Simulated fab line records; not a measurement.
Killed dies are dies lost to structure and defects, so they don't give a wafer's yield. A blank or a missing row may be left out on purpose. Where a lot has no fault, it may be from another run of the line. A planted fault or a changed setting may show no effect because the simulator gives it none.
fab line records + flow sfq_line
record
- lots=14
- wafers=42
- last_day=92
route steps=325 shown L0@14 I2@114 M3@126 I5@235
lots untouched by any fault: they come from a run of this same line in which no faults occurred
start_h: hours from the record's first day to the start of the lot's first wafer shown + wait_h: time in hours since the lot's previous step + " as in the row above + L1.1+2: a single row standing in for several wafers + - no value present, or no start provided + * or withheld: withheld + < > ~ a bound
route shown NAME@n: NAME is a module with steps in the file, n the number in the route of the first one + usual: mean/standard deviation of fault-free wafers + same: alike in all rows + chamber/n: place in a boat + sites: per-site readings + _std_site: the values' standard deviation + _edge_site: outer sites' mean less inner sites' + radius_mm: how far each site lies from the wafer's centre + mask NAME#n: copy n + behind: the tool/chamber that last shaped the wafer + hold: why the lot went on hold/how many hours it stayed there/how the hold came to an end + device: which transistor (n, p or np) failed to switch + end of line: the tests these same wafers got at the end of their route + where a step has no rows: the recipe by itself + killed: at the first sort, the dies lost to defects and structure; wafer yield is something else + map: the dies of a wafer, with x for killed, . for not killed, _ for no die there
set.NAME: the setting the step ran with; set.NAME@STEP: the setting that earlier step ran with + model.NAME: the simulator's own value behind a step, which no gauge read
a sample of lots followed through the steps of the route, with each step as a table and each wafer as a row
services: when a tool's chamber went out of use (start_h, in hours from the record's first day, below 0 if earlier), for how many hours, and the reason
## steps
# step SFQ_TRILAYER_L0_STRIP_STRIP_009
# recipe
- gas=O2
- power_w=200
- platen_temp_c=40
- overash_fraction=0.65
- chemistry=O2
- pressure_mtorr=50
# usual
- drypump_motor_current_A=6.0/0.51
- oes_product_au=0.997/0.0084
| lot.wafer | tool         | chamber | start_h | wait_h | drypump_motor_current_A | oes_product_au | rf_hours_counter_h |
|-----------|--------------|---------|---------|--------|-------------------------|----------------|--------------------|
| L531.1    | rie_metal-03 | 0       | 85.30   | 0.0    | 6.6                     | 0.986          | 8                  |
| L531.3    | "            | 0       | "       | "      | 6.6                     | 1.000          | -                  |
| L531.6    | "            | 1       | "       | "      | 5.7                     | 1.009          | -                  |
| L533.2    | rie_metal-04 | 1       | 90.10   | 0.0    | 5.1                     | 1.002          | 11                 |
| L533.3    | "            | 0       | "       | "      | 6.4                     | 1.003          | -                  |
| L533.5    | "            | 0       | "       | "      | 6.4                     | 0.990          | -                  |
| L534.3    | rie_metal-02 | 1       | 96.30   | 0.2    | 5.9                     | 0.999          | -                  |
| L534.4    | "            | 0       | "       | "      | 6.2                     | 1.001          | -                  |
| L534.6    | "            | 0       | "       | "      | 6.3                     | 1.000          | -                  |
| L535.1    | rie_metal-02 | 1       | 107.77  | 0.0    | 5.9                     | 1.003          | 202                |
| L535.2    | "            | 0       | "       | "      | 6.3                     | 1.002          | 45                 |
| L535.5    | "            | 0       | "       | "      | 6.3                     | 1.000          | -                  |
| L536.1    | rie_metal-02 | 1       | 112.57  | 0.0    | 5.9                     | 0.991          | 203                |
| L536.2    | "            | 0       | "       | "      | 6.2                     | 1.000          | 46                 |
| L536.6    | "            | 0       | "       | "      | 6.2                     | 1.001          | -                  |
| L537.1    | rie_metal-02 | 1       | 117.37  | 0.0    | 5.9                     | 1.000          | 204                |
| L537.3    | "            | 0       | "       | "      | 6.3                     | 1.003          | -                  |
| L537.5    | "            | 0       | "       | "      | 6.2                     | 1.007          | -                  |
| L539.1    | rie_metal-02 | 1       | 126.97  | 0.0    | 5.9                     | 0.995          | 206                |
| L539.3    | "            | 0       | "       | "      | 6.3                     | 1.002          | -                  |
| L539.4    | "            | 1       | "       | "      | 5.9                     | 1.006          | -                  |
| L541.3    | rie_metal-04 | 0       | 136.77  | 0.2    | 6.4                     | 0.992          | -                  |
| L541.4    | "            | 1       | "       | "      | 5.2                     | 0.988          | -                  |
| L541.5    | "            | 0       | "       | "      | 6.4                     | 0.986          | -                  |
| L543.1    | rie_metal-04 | 1       | 146.17  | 0.0    | 5.2                     | 1.002          | 21                 |
| L543.3    | "            | 0       | "       | "      | 6.4                     | 1.003          | -                  |
| L543.4    | "            | 1       | "       | "      | 5.2                     | 1.001          | -                  |
| L544.3    | rie_metal-02 | 0       | 151.17  | 0.2    | 6.2                     | 0.991          | -                  |
| L544.4    | "            | 1       | "       | "      | 5.9                     | 0.996          | -                  |
| L544.6    | "            | 0       | "       | "      | 6.2                     | 0.989          | -                  |
| L546.3    | rie_metal-04 | 0       | 164.84  | 0.2    | 6.4                     | 0.978          | -                  |
| L546.5    | "            | 1       | "       | "      | 5.2                     | 0.994          | -                  |
| L546.6    | "            | 0       | "       | "      | 6.4                     | 0.997          | -                  |
| L547.3    | rie_metal-04 | 0       | 173.55  | 0.4    | 6.3                     | 0.986          | -                  |
| L547.4    | "            | 0       | "       | "      | 6.4                     | 0.984          | -                  |
| L547.5    | "            | 0       | "       | "      | 6.4                     | 0.983          | -                  |
| L552.2    | rie_metal-04 | 1       | 201.82  | 0.0    | 5.1                     | 1.009          | 28                 |
| L552.3    | "            | 1       | "       | "      | 5.1                     | 1.011          | -                  |
| L552.4    | "            | 0       | "       | "      | 6.4                     | 0.994          | -                  |
| L554.2    | rie_metal-04 | 1       | 210.22  | 0.0    | 5.2                     | 1.010          | 30                 |
| L554.5    | "            | 0       | "       | "      | 6.4                     | 0.999          | -                  |
| L554.6    | "            | 1       | "       | "      | 5.1                     | 0.999          | -                  |
# step SFQ_TRILAYER_I2_VIA_BARC_OPEN_VIA_ETCH_096
# recipe
- mask_material=PR
- chemistry=O2
- target_depth_nm=125
- target=BARC
- source_w=500
- bias_w=80
- pressure_mtorr=30
- time_s=41.7
# usual
- bias_w=80.01/0.26
- drypump_motor_current_A=5.6/0.62
- oes_product_au=0.685/0.0041
| lot.wafer | tool        | chamber | start_h | wait_h | bias_w | drypump_motor_current_A | oes_product_au | rf_hours_counter_h |
|-----------|-------------|---------|---------|--------|--------|-------------------------|----------------|--------------------|
| L531.1    | rie_diel-01 | 2       | 999.22  | 0.0    | 80.37  | 6.8                     | 0.685          | 2                  |
| L531.3    | "           | 3       | "       | "      | 79.98  | 5.3                     | 0.686          | 0                  |
| L531.6    | "           | 1       | "       | "      | 80.39  | 5.5                     | 0.686          | -                  |
| L533.2    | rie_diel-02 | 3       | 1006.42 | 0.0    | 80.06  | 5.9                     | 0.685          | 7                  |
| L533.3    | "           | 0       | "       | "      | 80.22  | 5.5                     | 0.687          | 6                  |
| L533.5    | "           | 0       | "       | "      | 80.13  | 5.5                     | 0.684          | -                  |
| L534.3    | rie_diel-03 | 1       | 1017.22 | 0.0    | 79.73  | 5.0                     | 0.686          | 1                  |
| L534.4    | "           | 3       | "       | "      | 79.78  | 4.7                     | 0.680          | 2                  |
| L534.6    | "           | 3       | "       | "      | 80.18  | 4.7                     | 0.690          | -                  |
| L535.1    | rie_diel-03 | 0       | 1031.75 | 0.0    | 79.88  | 6.5                     | 0.684          | 16                 |
| L535.2    | "           | 2       | "       | "      | 80.25  | 5.7                     | 0.678          | 0                  |
| L535.5    | "           | 0       | "       | "      | 79.56  | 6.5                     | 0.681          | -                  |
| L536.1    | rie_diel-01 | 1       | 1048.55 | 0.0    | 79.94  | 5.5                     | 0.685          | 11                 |
| L536.2    | "           | 2       | "       | "      | 79.89  | 6.8                     | 0.687          | 2                  |
| L536.6    | "           | 3       | "       | "      | 79.78  | 5.3                     | 0.685          | -                  |
| L537.1    | rie_diel-01 | 2       | 1050.95 | 0.0    | 80.16  | 6.8                     | 0.684          | 3                  |
| L537.3    | "           | 0       | "       | "      | 80.03  | 5.6                     | 0.689          | 11                 |
| L537.5    | "           | 3       | "       | "      | 80.31  | 5.3                     | 0.691          | -                  |
| L539.1    | rie_diel-03 | 0       | 1078.55 | 0.0    | 79.86  | 6.5                     | 0.692          | 16                 |
| L539.3    | "           | 1       | "       | "      | 80.05  | 5.0                     | 0.683          | 1                  |
| L539.4    | "           | 0       | "       | "      | 79.94  | 6.5                     | 0.689          | -                  |
| L541.3    | rie_diel-03 | 1       | 1084.63 | 0.0    | 80.20  | 5.0                     | 0.690          | 1                  |
| L541.4    | "           | 1       | "       | "      | 80.22  | 5.0                     | 0.687          | -                  |
| L541.5    | "           | 0       | "       | "      | 79.93  | 6.5                     | 0.682          | -                  |
| L543.1    | rie_diel-02 | 0       | 1087.03 | 0.0    | 79.72  | 5.5                     | 0.690          | 8                  |
| L543.3    | "           | 1       | "       | "      | 80.13  | 5.0                     | 0.691          | 12                 |
| L543.4    | "           | 2       | "       | "      | 80.30  | 5.0                     | 0.685          | 2                  |
| L544.3    | rie_diel-03 | 2       | 1088.23 | 0.0    | 80.37  | 5.7                     | 0.678          | 1                  |
| L544.4    | "           | 1       | "       | "      | 79.46  | 5.0                     | 0.682          | -                  |
| L544.6    | "           | 0       | "       | "      | 79.80  | 6.5                     | 0.689          | -                  |
| L546.3    | rie_diel-02 | 1       | 1093.03 | 0.0    | 79.76  | 5.0                     | 0.685          | 12                 |
| L546.5    | "           | 0       | "       | "      | 80.53  | 5.5                     | 0.687          | -                  |
| L546.6    | "           | 3       | "       | "      | 79.78  | 5.8                     | 0.690          | -                  |
| L547.3    | rie_diel-03 | 2       | 1094.23 | 0.0    | 79.80  | 5.7                     | 0.682          | 1                  |
| L547.4    | "           | 2       | "       | "      | 80.19  | 5.7                     | 0.694          | -                  |
| L547.5    | "           | 0       | "       | "      | 79.79  | 6.5                     | 0.683          | -                  |
| L552.2    | rie_diel-01 | 3       | 1106.45 | 0.0    | 79.99  | 5.3                     | 0.682          | 2                  |
| L552.3    | "           | 1       | "       | "      | 80.00  | 5.5                     | 0.679          | 12                 |
| L552.4    | "           | 0       | "       | "      | 79.46  | 5.7                     | 0.685          | 12                 |
| L554.2    | rie_diel-01 | 1       | 1112.45 | 0.0    | 79.85  | 5.5                     | 0.685          | 12                 |
| L554.5    | "           | 0       | "       | "      | 80.15  | 5.6                     | 0.684          | -                  |
| L554.6    | "           | 3       | "       | "      | 80.10  | 5.3                     | 0.691          | -                  |
# step SFQ_TRILAYER_M3_LITHO_PEB_078
# recipe
- peb_temp_c=115
- peb_time_s=60
- resist=KrF
# usual
- chill_plate_temp_C=23.02/0.097
- exhaust_pa=45.0/0.86
- heater_power_total_W=79.15/0.066
| lot.wafer | tool           | chamber | start_h | wait_h | chill_plate_temp_C | exhaust_pa | heater_power_total_W |
|-----------|----------------|---------|---------|--------|--------------------|------------|----------------------|
| L531.1    | litho_track-03 | 0       | 1028.44 | 1.0    | 23.05              | 45.1       | 79.17                |
| L531.3    | "              | 0       | "       | "      | 23.15              | 44.1       | 79.20                |
| L531.6    | "              | 0       | "       | "      | 23.02              | 44.6       | 79.14                |
| L533.2    | litho_track-04 | 0       | 1030.86 | 0.8    | 23.08              | 45.4       | 79.10                |
| L533.3    | "              | 0       | "       | "      | 23.08              | 44.9       | 79.20                |
| L533.5    | "              | 0       | "       | "      | 23.06              | 46.2       | 79.23                |
| L534.3    | litho_track-03 | 0       | 1032.09 | 0.7    | 22.96              | 46.0       | 79.06                |
| L534.4    | "              | 0       | "       | "      | 22.98              | 46.2       | 79.15                |
| L534.6    | "              | 0       | "       | "      | 23.10              | 45.2       | 79.23                |
| L535.1    | litho_track-02 | 0       | 1035.13 | 1.0    | 22.81              | 45.3       | 79.07                |
| L535.2    | "              | 0       | "       | "      | 23.05              | 45.8       | 79.13                |
| L535.5    | "              | 0       | "       | "      | 22.81              | 45.6       | 79.17                |
| L536.1    | litho_track-03 | 0       | 1053.26 | 1.0    | 22.83              | 45.2       | 79.23                |
| L536.2    | "              | 0       | "       | "      | 22.90              | 46.3       | 79.18                |
| L536.6    | "              | 0       | "       | "      | 22.84              | 45.3       | 79.21                |
| L537.1    | litho_track-02 | 0       | 1055.66 | 1.0    | 23.15              | 45.9       | 79.22                |
| L537.3    | "              | 0       | "       | "      | 23.04              | 45.5       | 79.26                |
| L537.5    | "              | 0       | "       | "      | 23.03              | 45.8       | 79.20                |
| L539.1    | litho_track-03 | 0       | 1204.89 | 1.0    | 22.99              | 44.2       | 79.24                |
| L539.3    | "              | 0       | "       | "      | 23.09              | 45.0       | 79.21                |
| L539.4    | "              | 0       | "       | "      | 22.91              | 45.1       | 79.13                |
| L541.3    | litho_track-03 | 0       | 1212.14 | 0.7    | 22.93              | 45.2       | 79.24                |
| L541.4    | "              | 0       | "       | "      | 23.09              | 45.1       | 79.06                |
| L541.5    | "              | 0       | "       | "      | 23.02              | 45.1       | 79.09                |
| L543.1    | litho_track-02 | 0       | 1215.69 | 1.0    | 23.10              | 43.9       | 79.19                |
| L543.3    | "              | 0       | "       | "      | 22.95              | 43.5       | 79.12                |
| L543.4    | "              | 0       | "       | "      | 23.06              | 43.0       | 79.15                |
| L544.3    | litho_track-04 | 0       | 1218.14 | 0.7    | 22.89              | 43.5       | 79.13                |
| L544.4    | "              | 0       | "       | "      | 22.94              | 45.0       | 79.14                |
| L544.6    | "              | 0       | "       | "      | 22.89              | 45.3       | 79.04                |
| L546.3    | litho_track-02 | -       | 1224.14 | 0.7    | -                  | -          | -                    |
| L546.5    | "              | -       | "       | "      | -                  | -          | -                    |
| L546.6    | "              | -       | "       | "      | -                  | -          | -                    |
| L547.3    | litho_track-03 | -       | 1226.54 | 0.7    | -                  | -          | -                    |
| L547.4    | "              | -       | "       | "      | -                  | -          | -                    |
| L547.5    | "              | -       | "       | "      | -                  | -          | -                    |
| L552.2    | litho_track-03 | 0       | 1239.72 | 0.8    | 23.10              | 44.5       | 79.12                |
| L552.3    | "              | 0       | "       | "      | 23.01              | 44.8       | 79.12                |
| L552.4    | "              | 0       | "       | "      | 23.03              | 44.2       | 79.07                |
| L554.2    | litho_track-03 | 0       | 1243.32 | 0.8    | 23.03              | 46.2       | 79.22                |
| L554.5    | "              | 0       | "       | "      | 22.88              | 44.1       | 79.20                |
| L554.6    | "              | 0       | "       | "      | 23.19              | 45.1       | 79.22                |
# step SFQ_I5_OVL_MEAS_936
# usual
- I5_OVL=5/6
| lot.wafer | tool       | chamber | start_h | wait_h | I5_OVL[nm] |
|-----------|------------|---------|---------|--------|------------|
| L531.1    | overlay-01 | -       | 1449.63 | 0.1    | 12         |
| L531.3    | "          | -       | "       | "      | 15         |
| L531.6    | "          | -       | "       | "      | 6          |
| L533.2    | overlay-01 | -       | 1558.60 | 0.1    | 6          |
| L533.3    | "          | -       | "       | "      | 2          |
| L533.5    | "          | -       | "       | "      | 2          |
| L534.3    | overlay-01 | -       | 1564.61 | 0.1    | 2          |
| L534.4    | "          | -       | "       | "      | 7          |
| L534.6    | "          | -       | "       | "      | 1          |
| L535.1    | overlay-01 | -       | 1569.40 | 0.1    | -6         |
| L535.2    | "          | -       | "       | "      | 0          |
| L535.5    | "          | -       | "       | "      | 1          |
| L536.1    | overlay-01 | -       | 1675.28 | 0.1    | 5          |
| L536.2    | "          | -       | "       | "      | 1          |
| L536.6    | "          | -       | "       | "      | 7          |
| L537.1    | overlay-01 | -       | 1680.08 | 0.1    | -5         |
| L537.3    | "          | -       | "       | "      | -7         |
| L537.5    | "          | -       | "       | "      | -6         |
| L539.1    | overlay-01 | -       | 1701.68 | 0.1    | -9         |
| L539.3    | "          | -       | "       | "      | -7         |
| L539.4    | "          | -       | "       | "      | 0          |
| L541.3    | overlay-02 | -       | 1707.81 | 0.1    | 16         |
| L541.4    | "          | -       | "       | "      | 7          |
| L541.5    | "          | -       | "       | "      | 15         |
| L543.1    | overlay-01 | -       | 1723.35 | 0.1    | 2          |
| L543.3    | "          | -       | "       | "      | 4          |
| L543.4    | "          | -       | "       | "      | 6          |
| L544.3    | overlay-01 | -       | 1823.34 | 0.1    | -3         |
| L544.4    | "          | -       | "       | "      | -5         |
| L544.6    | "          | -       | "       | "      | -5         |
| L546.3    | overlay-02 | -       | 1830.54 | 0.1    | -          |
| L546.5    | "          | -       | "       | "      | -          |
| L546.6    | "          | -       | "       | "      | -          |
| L547.3    | overlay-02 | -       | 1836.54 | 0.1    | -          |
| L547.4    | "          | -       | "       | "      | -          |
| L547.5    | "          | -       | "       | "      | -          |
| L552.2    | overlay-02 | -       | 1930.30 | 0.1    | 6          |
| L552.3    | "          | -       | "       | "      | -1         |
| L552.4    | "          | -       | "       | "      | -1         |
| L554.2    | overlay-01 | -       | 1961.72 | 0.1    | 6          |
| L554.5    | "          | -       | "       | "      | 3          |
| L554.6    | "          | -       | "       | "      | 5          |
## services
| tool         | chamber | start_h | hours | kind   |
|--------------|---------|---------|-------|--------|
| rie_diel-03  | 0       | 82.33   | 7.1   | repair |
| rie_metal-04 | -       | 83.50   | 0.7   | repair |
| rie_diel-03  | -       | 104.75  | 2.8   | pm     |
| rie_metal-04 | -       | 122.35  | 2.8   | pm     |
| rie_diel-03  | 2       | 127.90  | 6.5   | repair |
| rie_metal-02 | 1       | 134.63  | 2.8   | repair |
| rie_metal-02 | 0       | 136.72  | 4.3   | repair |
| rie_diel-03  | 2       | 144.82  | 1.8   | repair |
| rie_diel-03  | 0       | 166.15  | 1.6   | repair |
| rie_metal-04 | 1       | 166.51  | 7.1   | repair |
| rie_diel-03  | -       | 166.93  | 0.7   | repair |
| rie_metal-02 | -       | 172.43  | 0.8   | repair |
| rie_diel-03  | 2       | 224.86  | 3.7   | repair |
| rie_diel-03  | 0       | 239.54  | 11.6  | repair |
| rie_metal-04 | -       | 259.33  | 0.8   | repair |
| rie_metal-04 | -       | 336.13  | 1.4   | pm     |
| rie_metal-04 | -       | 494.69  | 0.6   | repair |
| rie_metal-04 | 0       | 638.15  | 20.5  | repair |
| rie_metal-04 | -       | 673.22  | 1.6   | repair |
| rie_metal-04 | -       | 983.34  | 0.3   | repair |
| rie_metal-04 | -       | 1066.12 | 14.6  | pm     |
| rie_metal-04 | 1       | 1112.87 | 2.2   | repair |
| rie_metal-04 | -       | 1222.35 | 2.8   | pm     |
| rie_metal-04 | 1       | 1236.04 | 1.1   | repair |
## key
first_sign
- step=SFQ_TRILAYER_M3_LITHO_PEB_078
- reading=tool_record
- direction=missing
effect none on later readings
met_at SFQ_TRILAYER_M3_LITHO_PEB_078
struck_lots L546,L547
not_acting_at SFQ_TRILAYER_L0_STRIP_STRIP_009,SFQ_TRILAYER_I2_VIA_BARC_OPEN_VIA_ETCH_096,SFQ_I5_OVL_MEAS_936
onset_between 1215.69 1224.14
fault
- kind=skipped_step_whole
- tool=litho_track-02,litho_track-03
- chamber=-
- onset_h=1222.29
- steps=SFQ_TRILAYER_M3_LITHO_PEB_078
- scope=struck_lots_only
